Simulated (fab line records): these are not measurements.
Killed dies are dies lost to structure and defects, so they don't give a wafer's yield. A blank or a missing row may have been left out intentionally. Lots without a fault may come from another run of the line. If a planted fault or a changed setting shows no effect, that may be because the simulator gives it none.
Which tool did it? :: flow sky130 :: 13 lots with 39 wafers sampled at 5 steps, on a route of 708 steps

== WHAT EACH GAUGE READ, for each wafer ==
SKY_FIELD_ISO_THK_MEAS_25. Usual: FIELD_ISO_CVD_24_THK 591 nm, standard deviation 7.6.
lot: L369
measured: day 2 08:04
on: film metro-03
FIELD_ISO_CVD_24_THK (nm): 601 596 597
flag: 

lot: L370
measured: day 2 10:35
on: film metro-01
FIELD_ISO_CVD_24_THK (nm): 596 599 596
flag: 

lot: L371
measured: day 2 16:35
on: film metro-03
FIELD_ISO_CVD_24_THK (nm): 580 580 592
flag: 

lot: L374
measured: day 3 11:45
on: film metro-03
FIELD_ISO_CVD_24_THK (nm): 596 603 595
flag: 

lot: L375
measured: day 3 14:37
on: film metro-01
FIELD_ISO_CVD_24_THK (nm): 587 591 589
flag: 

lot: L376
measured: day 3 22:29
on: film metro-02
FIELD_ISO_CVD_24_THK (nm): 589 580 582
flag: 

lot: L377
measured: day 3 23:01
on: film metro-02
FIELD_ISO_CVD_24_THK (nm): 576 586 585
flag: 

lot: L378
measured: day 4 05:31
on: film metro-02
FIELD_ISO_CVD_24_THK (nm): 596 580 583
flag: 

lot: L383
measured: day 5 08:03
on: film metro-01
FIELD_ISO_CVD_24_THK (nm): 593 599 595
flag: 

lot: L384
measured: day 5 11:58
on: film metro-03
FIELD_ISO_CVD_24_THK (nm): 590 577 585
flag: 

lot: L386
measured: day 5 22:22
on: film metro-03
FIELD_ISO_CVD_24_THK (nm): 603 600 596
flag: 

lot: L387
measured: day 6 05:21
on: film metro-03
FIELD_ISO_CVD_24_THK (nm): 597 584 591
flag: 

lot: L388
measured: day 6 10:17
on: film metro-03
FIELD_ISO_CVD_24_THK (nm): 583 586 581
flag: 

SKY_VT_ADJUST_NCORE_TW_MEAS_11. Usual: VT_ADJUST_NCORE_TW 217.1, standard deviation 2.5.
lot: L369
measured: day 8 21:05
on: film metro-03
VT_ADJUST_NCORE_TW: 219.5 219.0 219.2
flag: 

lot: L370
measured: day 9 00:32
on: film metro-01
VT_ADJUST_NCORE_TW: 219.2 218.7 218.9
flag: 

lot: L371
measured: day 9 05:47
on: film metro-02
VT_ADJUST_NCORE_TW: 215.9 215.9 215.8
flag: 

lot: L374
measured: day 10 04:39
on: film metro-02
VT_ADJUST_NCORE_TW: 214.1 214.8 213.9
flag: 

lot: L375
measured: day 10 12:41
on: film metro-02
VT_ADJUST_NCORE_TW: 214.5 214.6 215.1
flag: 

lot: L376
measured: day 10 22:07
on: film metro-02
VT_ADJUST_NCORE_TW: 214.6 214.6 213.4
flag: 

lot: L377
measured: day 10 23:12
on: film metro-03
VT_ADJUST_NCORE_TW: 220.0 219.6 221.7
flag: 

lot: L378
measured: day 11 05:32
on: film metro-03
VT_ADJUST_NCORE_TW: 218.1 220.3 219.5
flag: 

lot: L383
measured: day 12 20:19
on: film metro-03
VT_ADJUST_NCORE_TW: 219.9 220.9 218.8
flag: 

lot: L384
measured: day 13 00:14
on: film metro-03
VT_ADJUST_NCORE_TW: 219.7 219.5 220.1
flag: 

lot: L386
measured: day 13 15:22
on: film metro-03
VT_ADJUST_NCORE_TW: 221.4 222.0 219.3
flag: 

lot: L387
measured: day 14 00:43
on: film metro-01
VT_ADJUST_NCORE_TW: 219.3 218.7 218.9
flag: 

lot: L388
measured: day 14 07:06
on: film metro-03
VT_ADJUST_NCORE_TW: 218.5 219.6 217.9
flag: 

SKY_SONOS_ONO_THK_MEAS_01. Usual: SONOS_ONO_OXIDATION_THK 2.61 nm, standard deviation 0.059.
lot: L369
measured: day 11 20:23
on: film metro-01
SONOS_ONO_OXIDATION_THK (nm): 2.57 2.61 2.63
flag: 

lot: L370
measured: day 11 23:41
on: film metro-01
SONOS_ONO_OXIDATION_THK (nm): 2.67 2.60 2.60
flag: 

lot: L371
measured: day 12 03:16
on: film metro-03
SONOS_ONO_OXIDATION_THK (nm): 2.55 2.60 2.58
flag: 

lot: L374
measured: day 13 07:39
on: film metro-01
SONOS_ONO_OXIDATION_THK (nm): 2.66 2.63 2.65
flag: 

lot: L375
measured: day 13 16:22
on: film metro-03
SONOS_ONO_OXIDATION_THK (nm): 2.50 2.56 2.56
flag: 

lot: L376
measured: day 14 02:38
on: film metro-02
SONOS_ONO_OXIDATION_THK (nm): 2.55 2.60 2.61
flag: 

lot: L377
measured: day 14 03:58
on: film metro-01
SONOS_ONO_OXIDATION_THK (nm): 2.65 2.66 2.76
flag: 

lot: L378
measured: day 14 11:40
on: film metro-03
SONOS_ONO_OXIDATION_THK (nm): 2.55 2.57 2.60
flag: 

lot: L383
measured: day 16 05:30
on: film metro-03
SONOS_ONO_OXIDATION_THK (nm): 3.38 3.45 3.39
flag: OFF

lot: L384
measured: day 16 09:39
on: film metro-02
SONOS_ONO_OXIDATION_THK (nm): 3.39 3.33 3.37
flag: OFF

lot: L386
measured: day 17 04:38
on: film metro-03
SONOS_ONO_OXIDATION_THK (nm): 3.43 3.51 3.50
flag: OFF

lot: L387
measured: day 17 14:35
on: film metro-02
SONOS_ONO_OXIDATION_THK (nm): 2.67 2.66 2.68
flag: 

lot: L388
measured: day 17 22:57
on: film metro-02
SONOS_ONO_OXIDATION_THK (nm): 2.54 2.61 2.63
flag: 

SKY_LDD_N_TW_MEAS_17. Usual: LDD_N_TW 2574, standard deviation 25.
lot: L369
measured: day 18 06:47
on: film metro-03
LDD_N_TW: 2596 2597 2596
flag: 

lot: L370
measured: day 18 06:55
on: film metro-03
LDD_N_TW: 2606 2594 2601
flag: 

lot: L371
measured: day 18 13:05
on: film metro-02
LDD_N_TW: 2548 2544 2542
flag: 

lot: L374
measured: day 19 23:26
on: film metro-01
LDD_N_TW: 2582 2577 2580
flag: 

lot: L375
measured: day 20 10:52
on: film metro-03
LDD_N_TW: 2587 2579 2598
flag: 

lot: L376
measured: day 20 19:27
on: film metro-03
LDD_N_TW: 2589 2570 2585
flag: 

lot: L377
measured: day 20 21:50
on: film metro-02
LDD_N_TW: 2549 2551 2531
flag: 

lot: L378
measured: day 21 04:44
on: film metro-01
LDD_N_TW: 2603 2582 2588
flag: 

lot: L383
measured: day 23 03:07
on: film metro-01
LDD_N_TW: 2579 2588 2587
flag: 

lot: L384
measured: day 23 11:38
on: film metro-01
LDD_N_TW: 2592 2593 2586
flag: 

lot: L386
measured: day 24 03:43
on: film metro-03
LDD_N_TW: 2593 2585 2584
flag: 

lot: L387
measured: day 24 17:16
on: film metro-03
LDD_N_TW: 2589 2576 2587
flag: 

lot: L388
measured: day 24 22:26
on: film metro-01
LDD_N_TW: 2564 2594 2572
flag: 

== EACH LOT AND THE TOOL THAT RAN IT (in order: tool; ch and the chambers of the sampled wafers; start) ==
lot: L369
SKY_SONOS_ONO_OXIDATION_00: furnace-02 ch 0, day 11 19:02

lot: L370
SKY_SONOS_ONO_OXIDATION_00: furnace-01 ch 0, day 11 22:20

lot: L371
SKY_SONOS_ONO_OXIDATION_00: furnace-01 ch 0, day 12 01:53

lot: L374
SKY_SONOS_ONO_OXIDATION_00: furnace-02 ch 0, day 13 06:18

lot: L375
SKY_SONOS_ONO_OXIDATION_00: furnace-02 ch 0, day 13 15:01

lot: L376
SKY_SONOS_ONO_OXIDATION_00: furnace-01 ch 0, day 14 01:16

lot: L377
SKY_SONOS_ONO_OXIDATION_00: furnace-01 ch 0, day 14 02:37

lot: L378
SKY_SONOS_ONO_OXIDATION_00: furnace-02 ch 0, day 14 10:19

lot: L383
SKY_SONOS_ONO_OXIDATION_00: furnace-02 ch 0, day 16 04:08

lot: L384
SKY_SONOS_ONO_OXIDATION_00: furnace-02 ch 0, day 16 08:16

lot: L386
SKY_SONOS_ONO_OXIDATION_00: furnace-02 ch 0, day 17 03:18

lot: L387
SKY_SONOS_ONO_OXIDATION_00: furnace-01 ch 0, day 17 13:14

lot: L388
SKY_SONOS_ONO_OXIDATION_00: furnace-01 ch 0, day 17 21:35
- SKY_SONOS_ONO_OXIDATION_00: stabilise 600 s, purge 300 s, target thk 2.6 nm.

== WHAT THE TOOLS THEMSELVES READ (means of the sampled wafers that have a number; where no wafer has one, the mark that the record gives instead) ==
SKY_SONOS_ONO_OXIDATION_00. Usual: ramp down c per min 2.9999, standard deviation 0.00051; spike tc top C 813.1 C, standard deviation 1.4; tube center temp C 800 C, standard deviation 0.064; zone power bottom pct 23.17 %, standard deviation 0.27; zone power centre pct 14.8 %, standard deviation 1.4.
lot: L369
tool: furnace-02
ramp down c per min: 2.9996
spike tc top C (C): 813.0
tube center temp C (C): 800
zone power bottom pct (%): 23.31
zone power centre pct (%): 15.6
flag: 

lot: L370
tool: furnace-01
ramp down c per min: 3.0004
spike tc top C (C): 812.1
tube center temp C (C): 800
zone power bottom pct (%): 22.96
zone power centre pct (%): 13.1
flag: 

lot: L371
tool: furnace-01
ramp down c per min: 3.0000
spike tc top C (C): 811.6
tube center temp C (C): 800
zone power bottom pct (%): 23.32
zone power centre pct (%): 13.0
flag: 

lot: L374
tool: furnace-02
ramp down c per min: 2.9998
spike tc top C (C): 814.7
tube center temp C (C): 800
zone power bottom pct (%): 23.28
zone power centre pct (%): 16.0
flag: 

lot: L375
tool: furnace-02
ramp down c per min: 3.0000
spike tc top C (C): 812.8
tube center temp C (C): 800
zone power bottom pct (%): 23.50
zone power centre pct (%): 15.8
flag: 

lot: L376
tool: furnace-01
ramp down c per min: 3.0002
spike tc top C (C): 812.1
tube center temp C (C): 800
zone power bottom pct (%): 22.89
zone power centre pct (%): 13.0
flag: 

lot: L377
tool: furnace-01
ramp down c per min: 2.9999
spike tc top C (C): 810.6
tube center temp C (C): 800
zone power bottom pct (%): 22.94
zone power centre pct (%): 13.0
flag: 

lot: L378
tool: furnace-02
ramp down c per min: 2.9996
spike tc top C (C): 814.3
tube center temp C (C): 800
zone power bottom pct (%): 23.20
zone power centre pct (%): 15.9
flag: 

lot: L383
tool: furnace-02
ramp down c per min: 2.9998
spike tc top C (C): 813.3
tube center temp C (C): 800
zone power bottom pct (%): 23.35
zone power centre pct (%): 15.8
flag: 

lot: L384
tool: furnace-02
ramp down c per min: 2.9996
spike tc top C (C): 814.1
tube center temp C (C): 800
zone power bottom pct (%): 23.18
zone power centre pct (%): 15.8
flag: 

lot: L386
tool: furnace-02
ramp down c per min: 3.0002
spike tc top C (C): 813.9
tube center temp C (C): 800
zone power bottom pct (%): 23.34
zone power centre pct (%): 15.8
flag: 

lot: L387
tool: furnace-01
ramp down c per min: 3.0000
spike tc top C (C): 811.5
tube center temp C (C): 800
zone power bottom pct (%): 22.99
zone power centre pct (%): 13.0
flag: 

lot: L388
tool: furnace-01
ramp down c per min: 2.9999
spike tc top C (C): 811.3
tube center temp C (C): 800
zone power bottom pct (%): 22.78
zone power centre pct (%): 13.1
flag: 

== THE ANSWER, worked out from the rows above alone ==
Rule: lot off if the mean of its wafers having a number is beyond 3 standard deviations from the usual mean. A lot without any number at a reading at which 4 lots or more have one is off too. All remaining lots with rows at the step are treated as sound. Order of review: gauges by route order, followed by the tools' own readings, for which a lot's mean as printed above is used. The first step at which some lot is off is used, and at that step the reading that is off furthest; a lot without a number counts as furthest.
Off: at SKY_SONOS_ONO_THK_MEAS_01 (SONOS_ONO_OXIDATION_THK), L383, L384, L386.
If a tool, at a process step before that reading, ran all the lots that are off and no sound lot after the first of them, it fits. Those tools and the gauges at SKY_SONOS_ONO_THK_MEAS_01 are tried in the same way. One candidate fits, namely furnace-02 at SKY_SONOS_ONO_OXIDATION_00. Its last sound lot is L378 (day 14 10:19), its first lot that is off L383 (day 16 04:08): a fault that began between those two fits.

== WHAT THE SIMULATOR HAD PUT IN ==
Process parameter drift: furnace-02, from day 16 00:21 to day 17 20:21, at SKY_SONOS_ONO_OXIDATION_00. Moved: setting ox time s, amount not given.
Struck lots among those shown: L383, L384, L386. The same result came from the rule above.
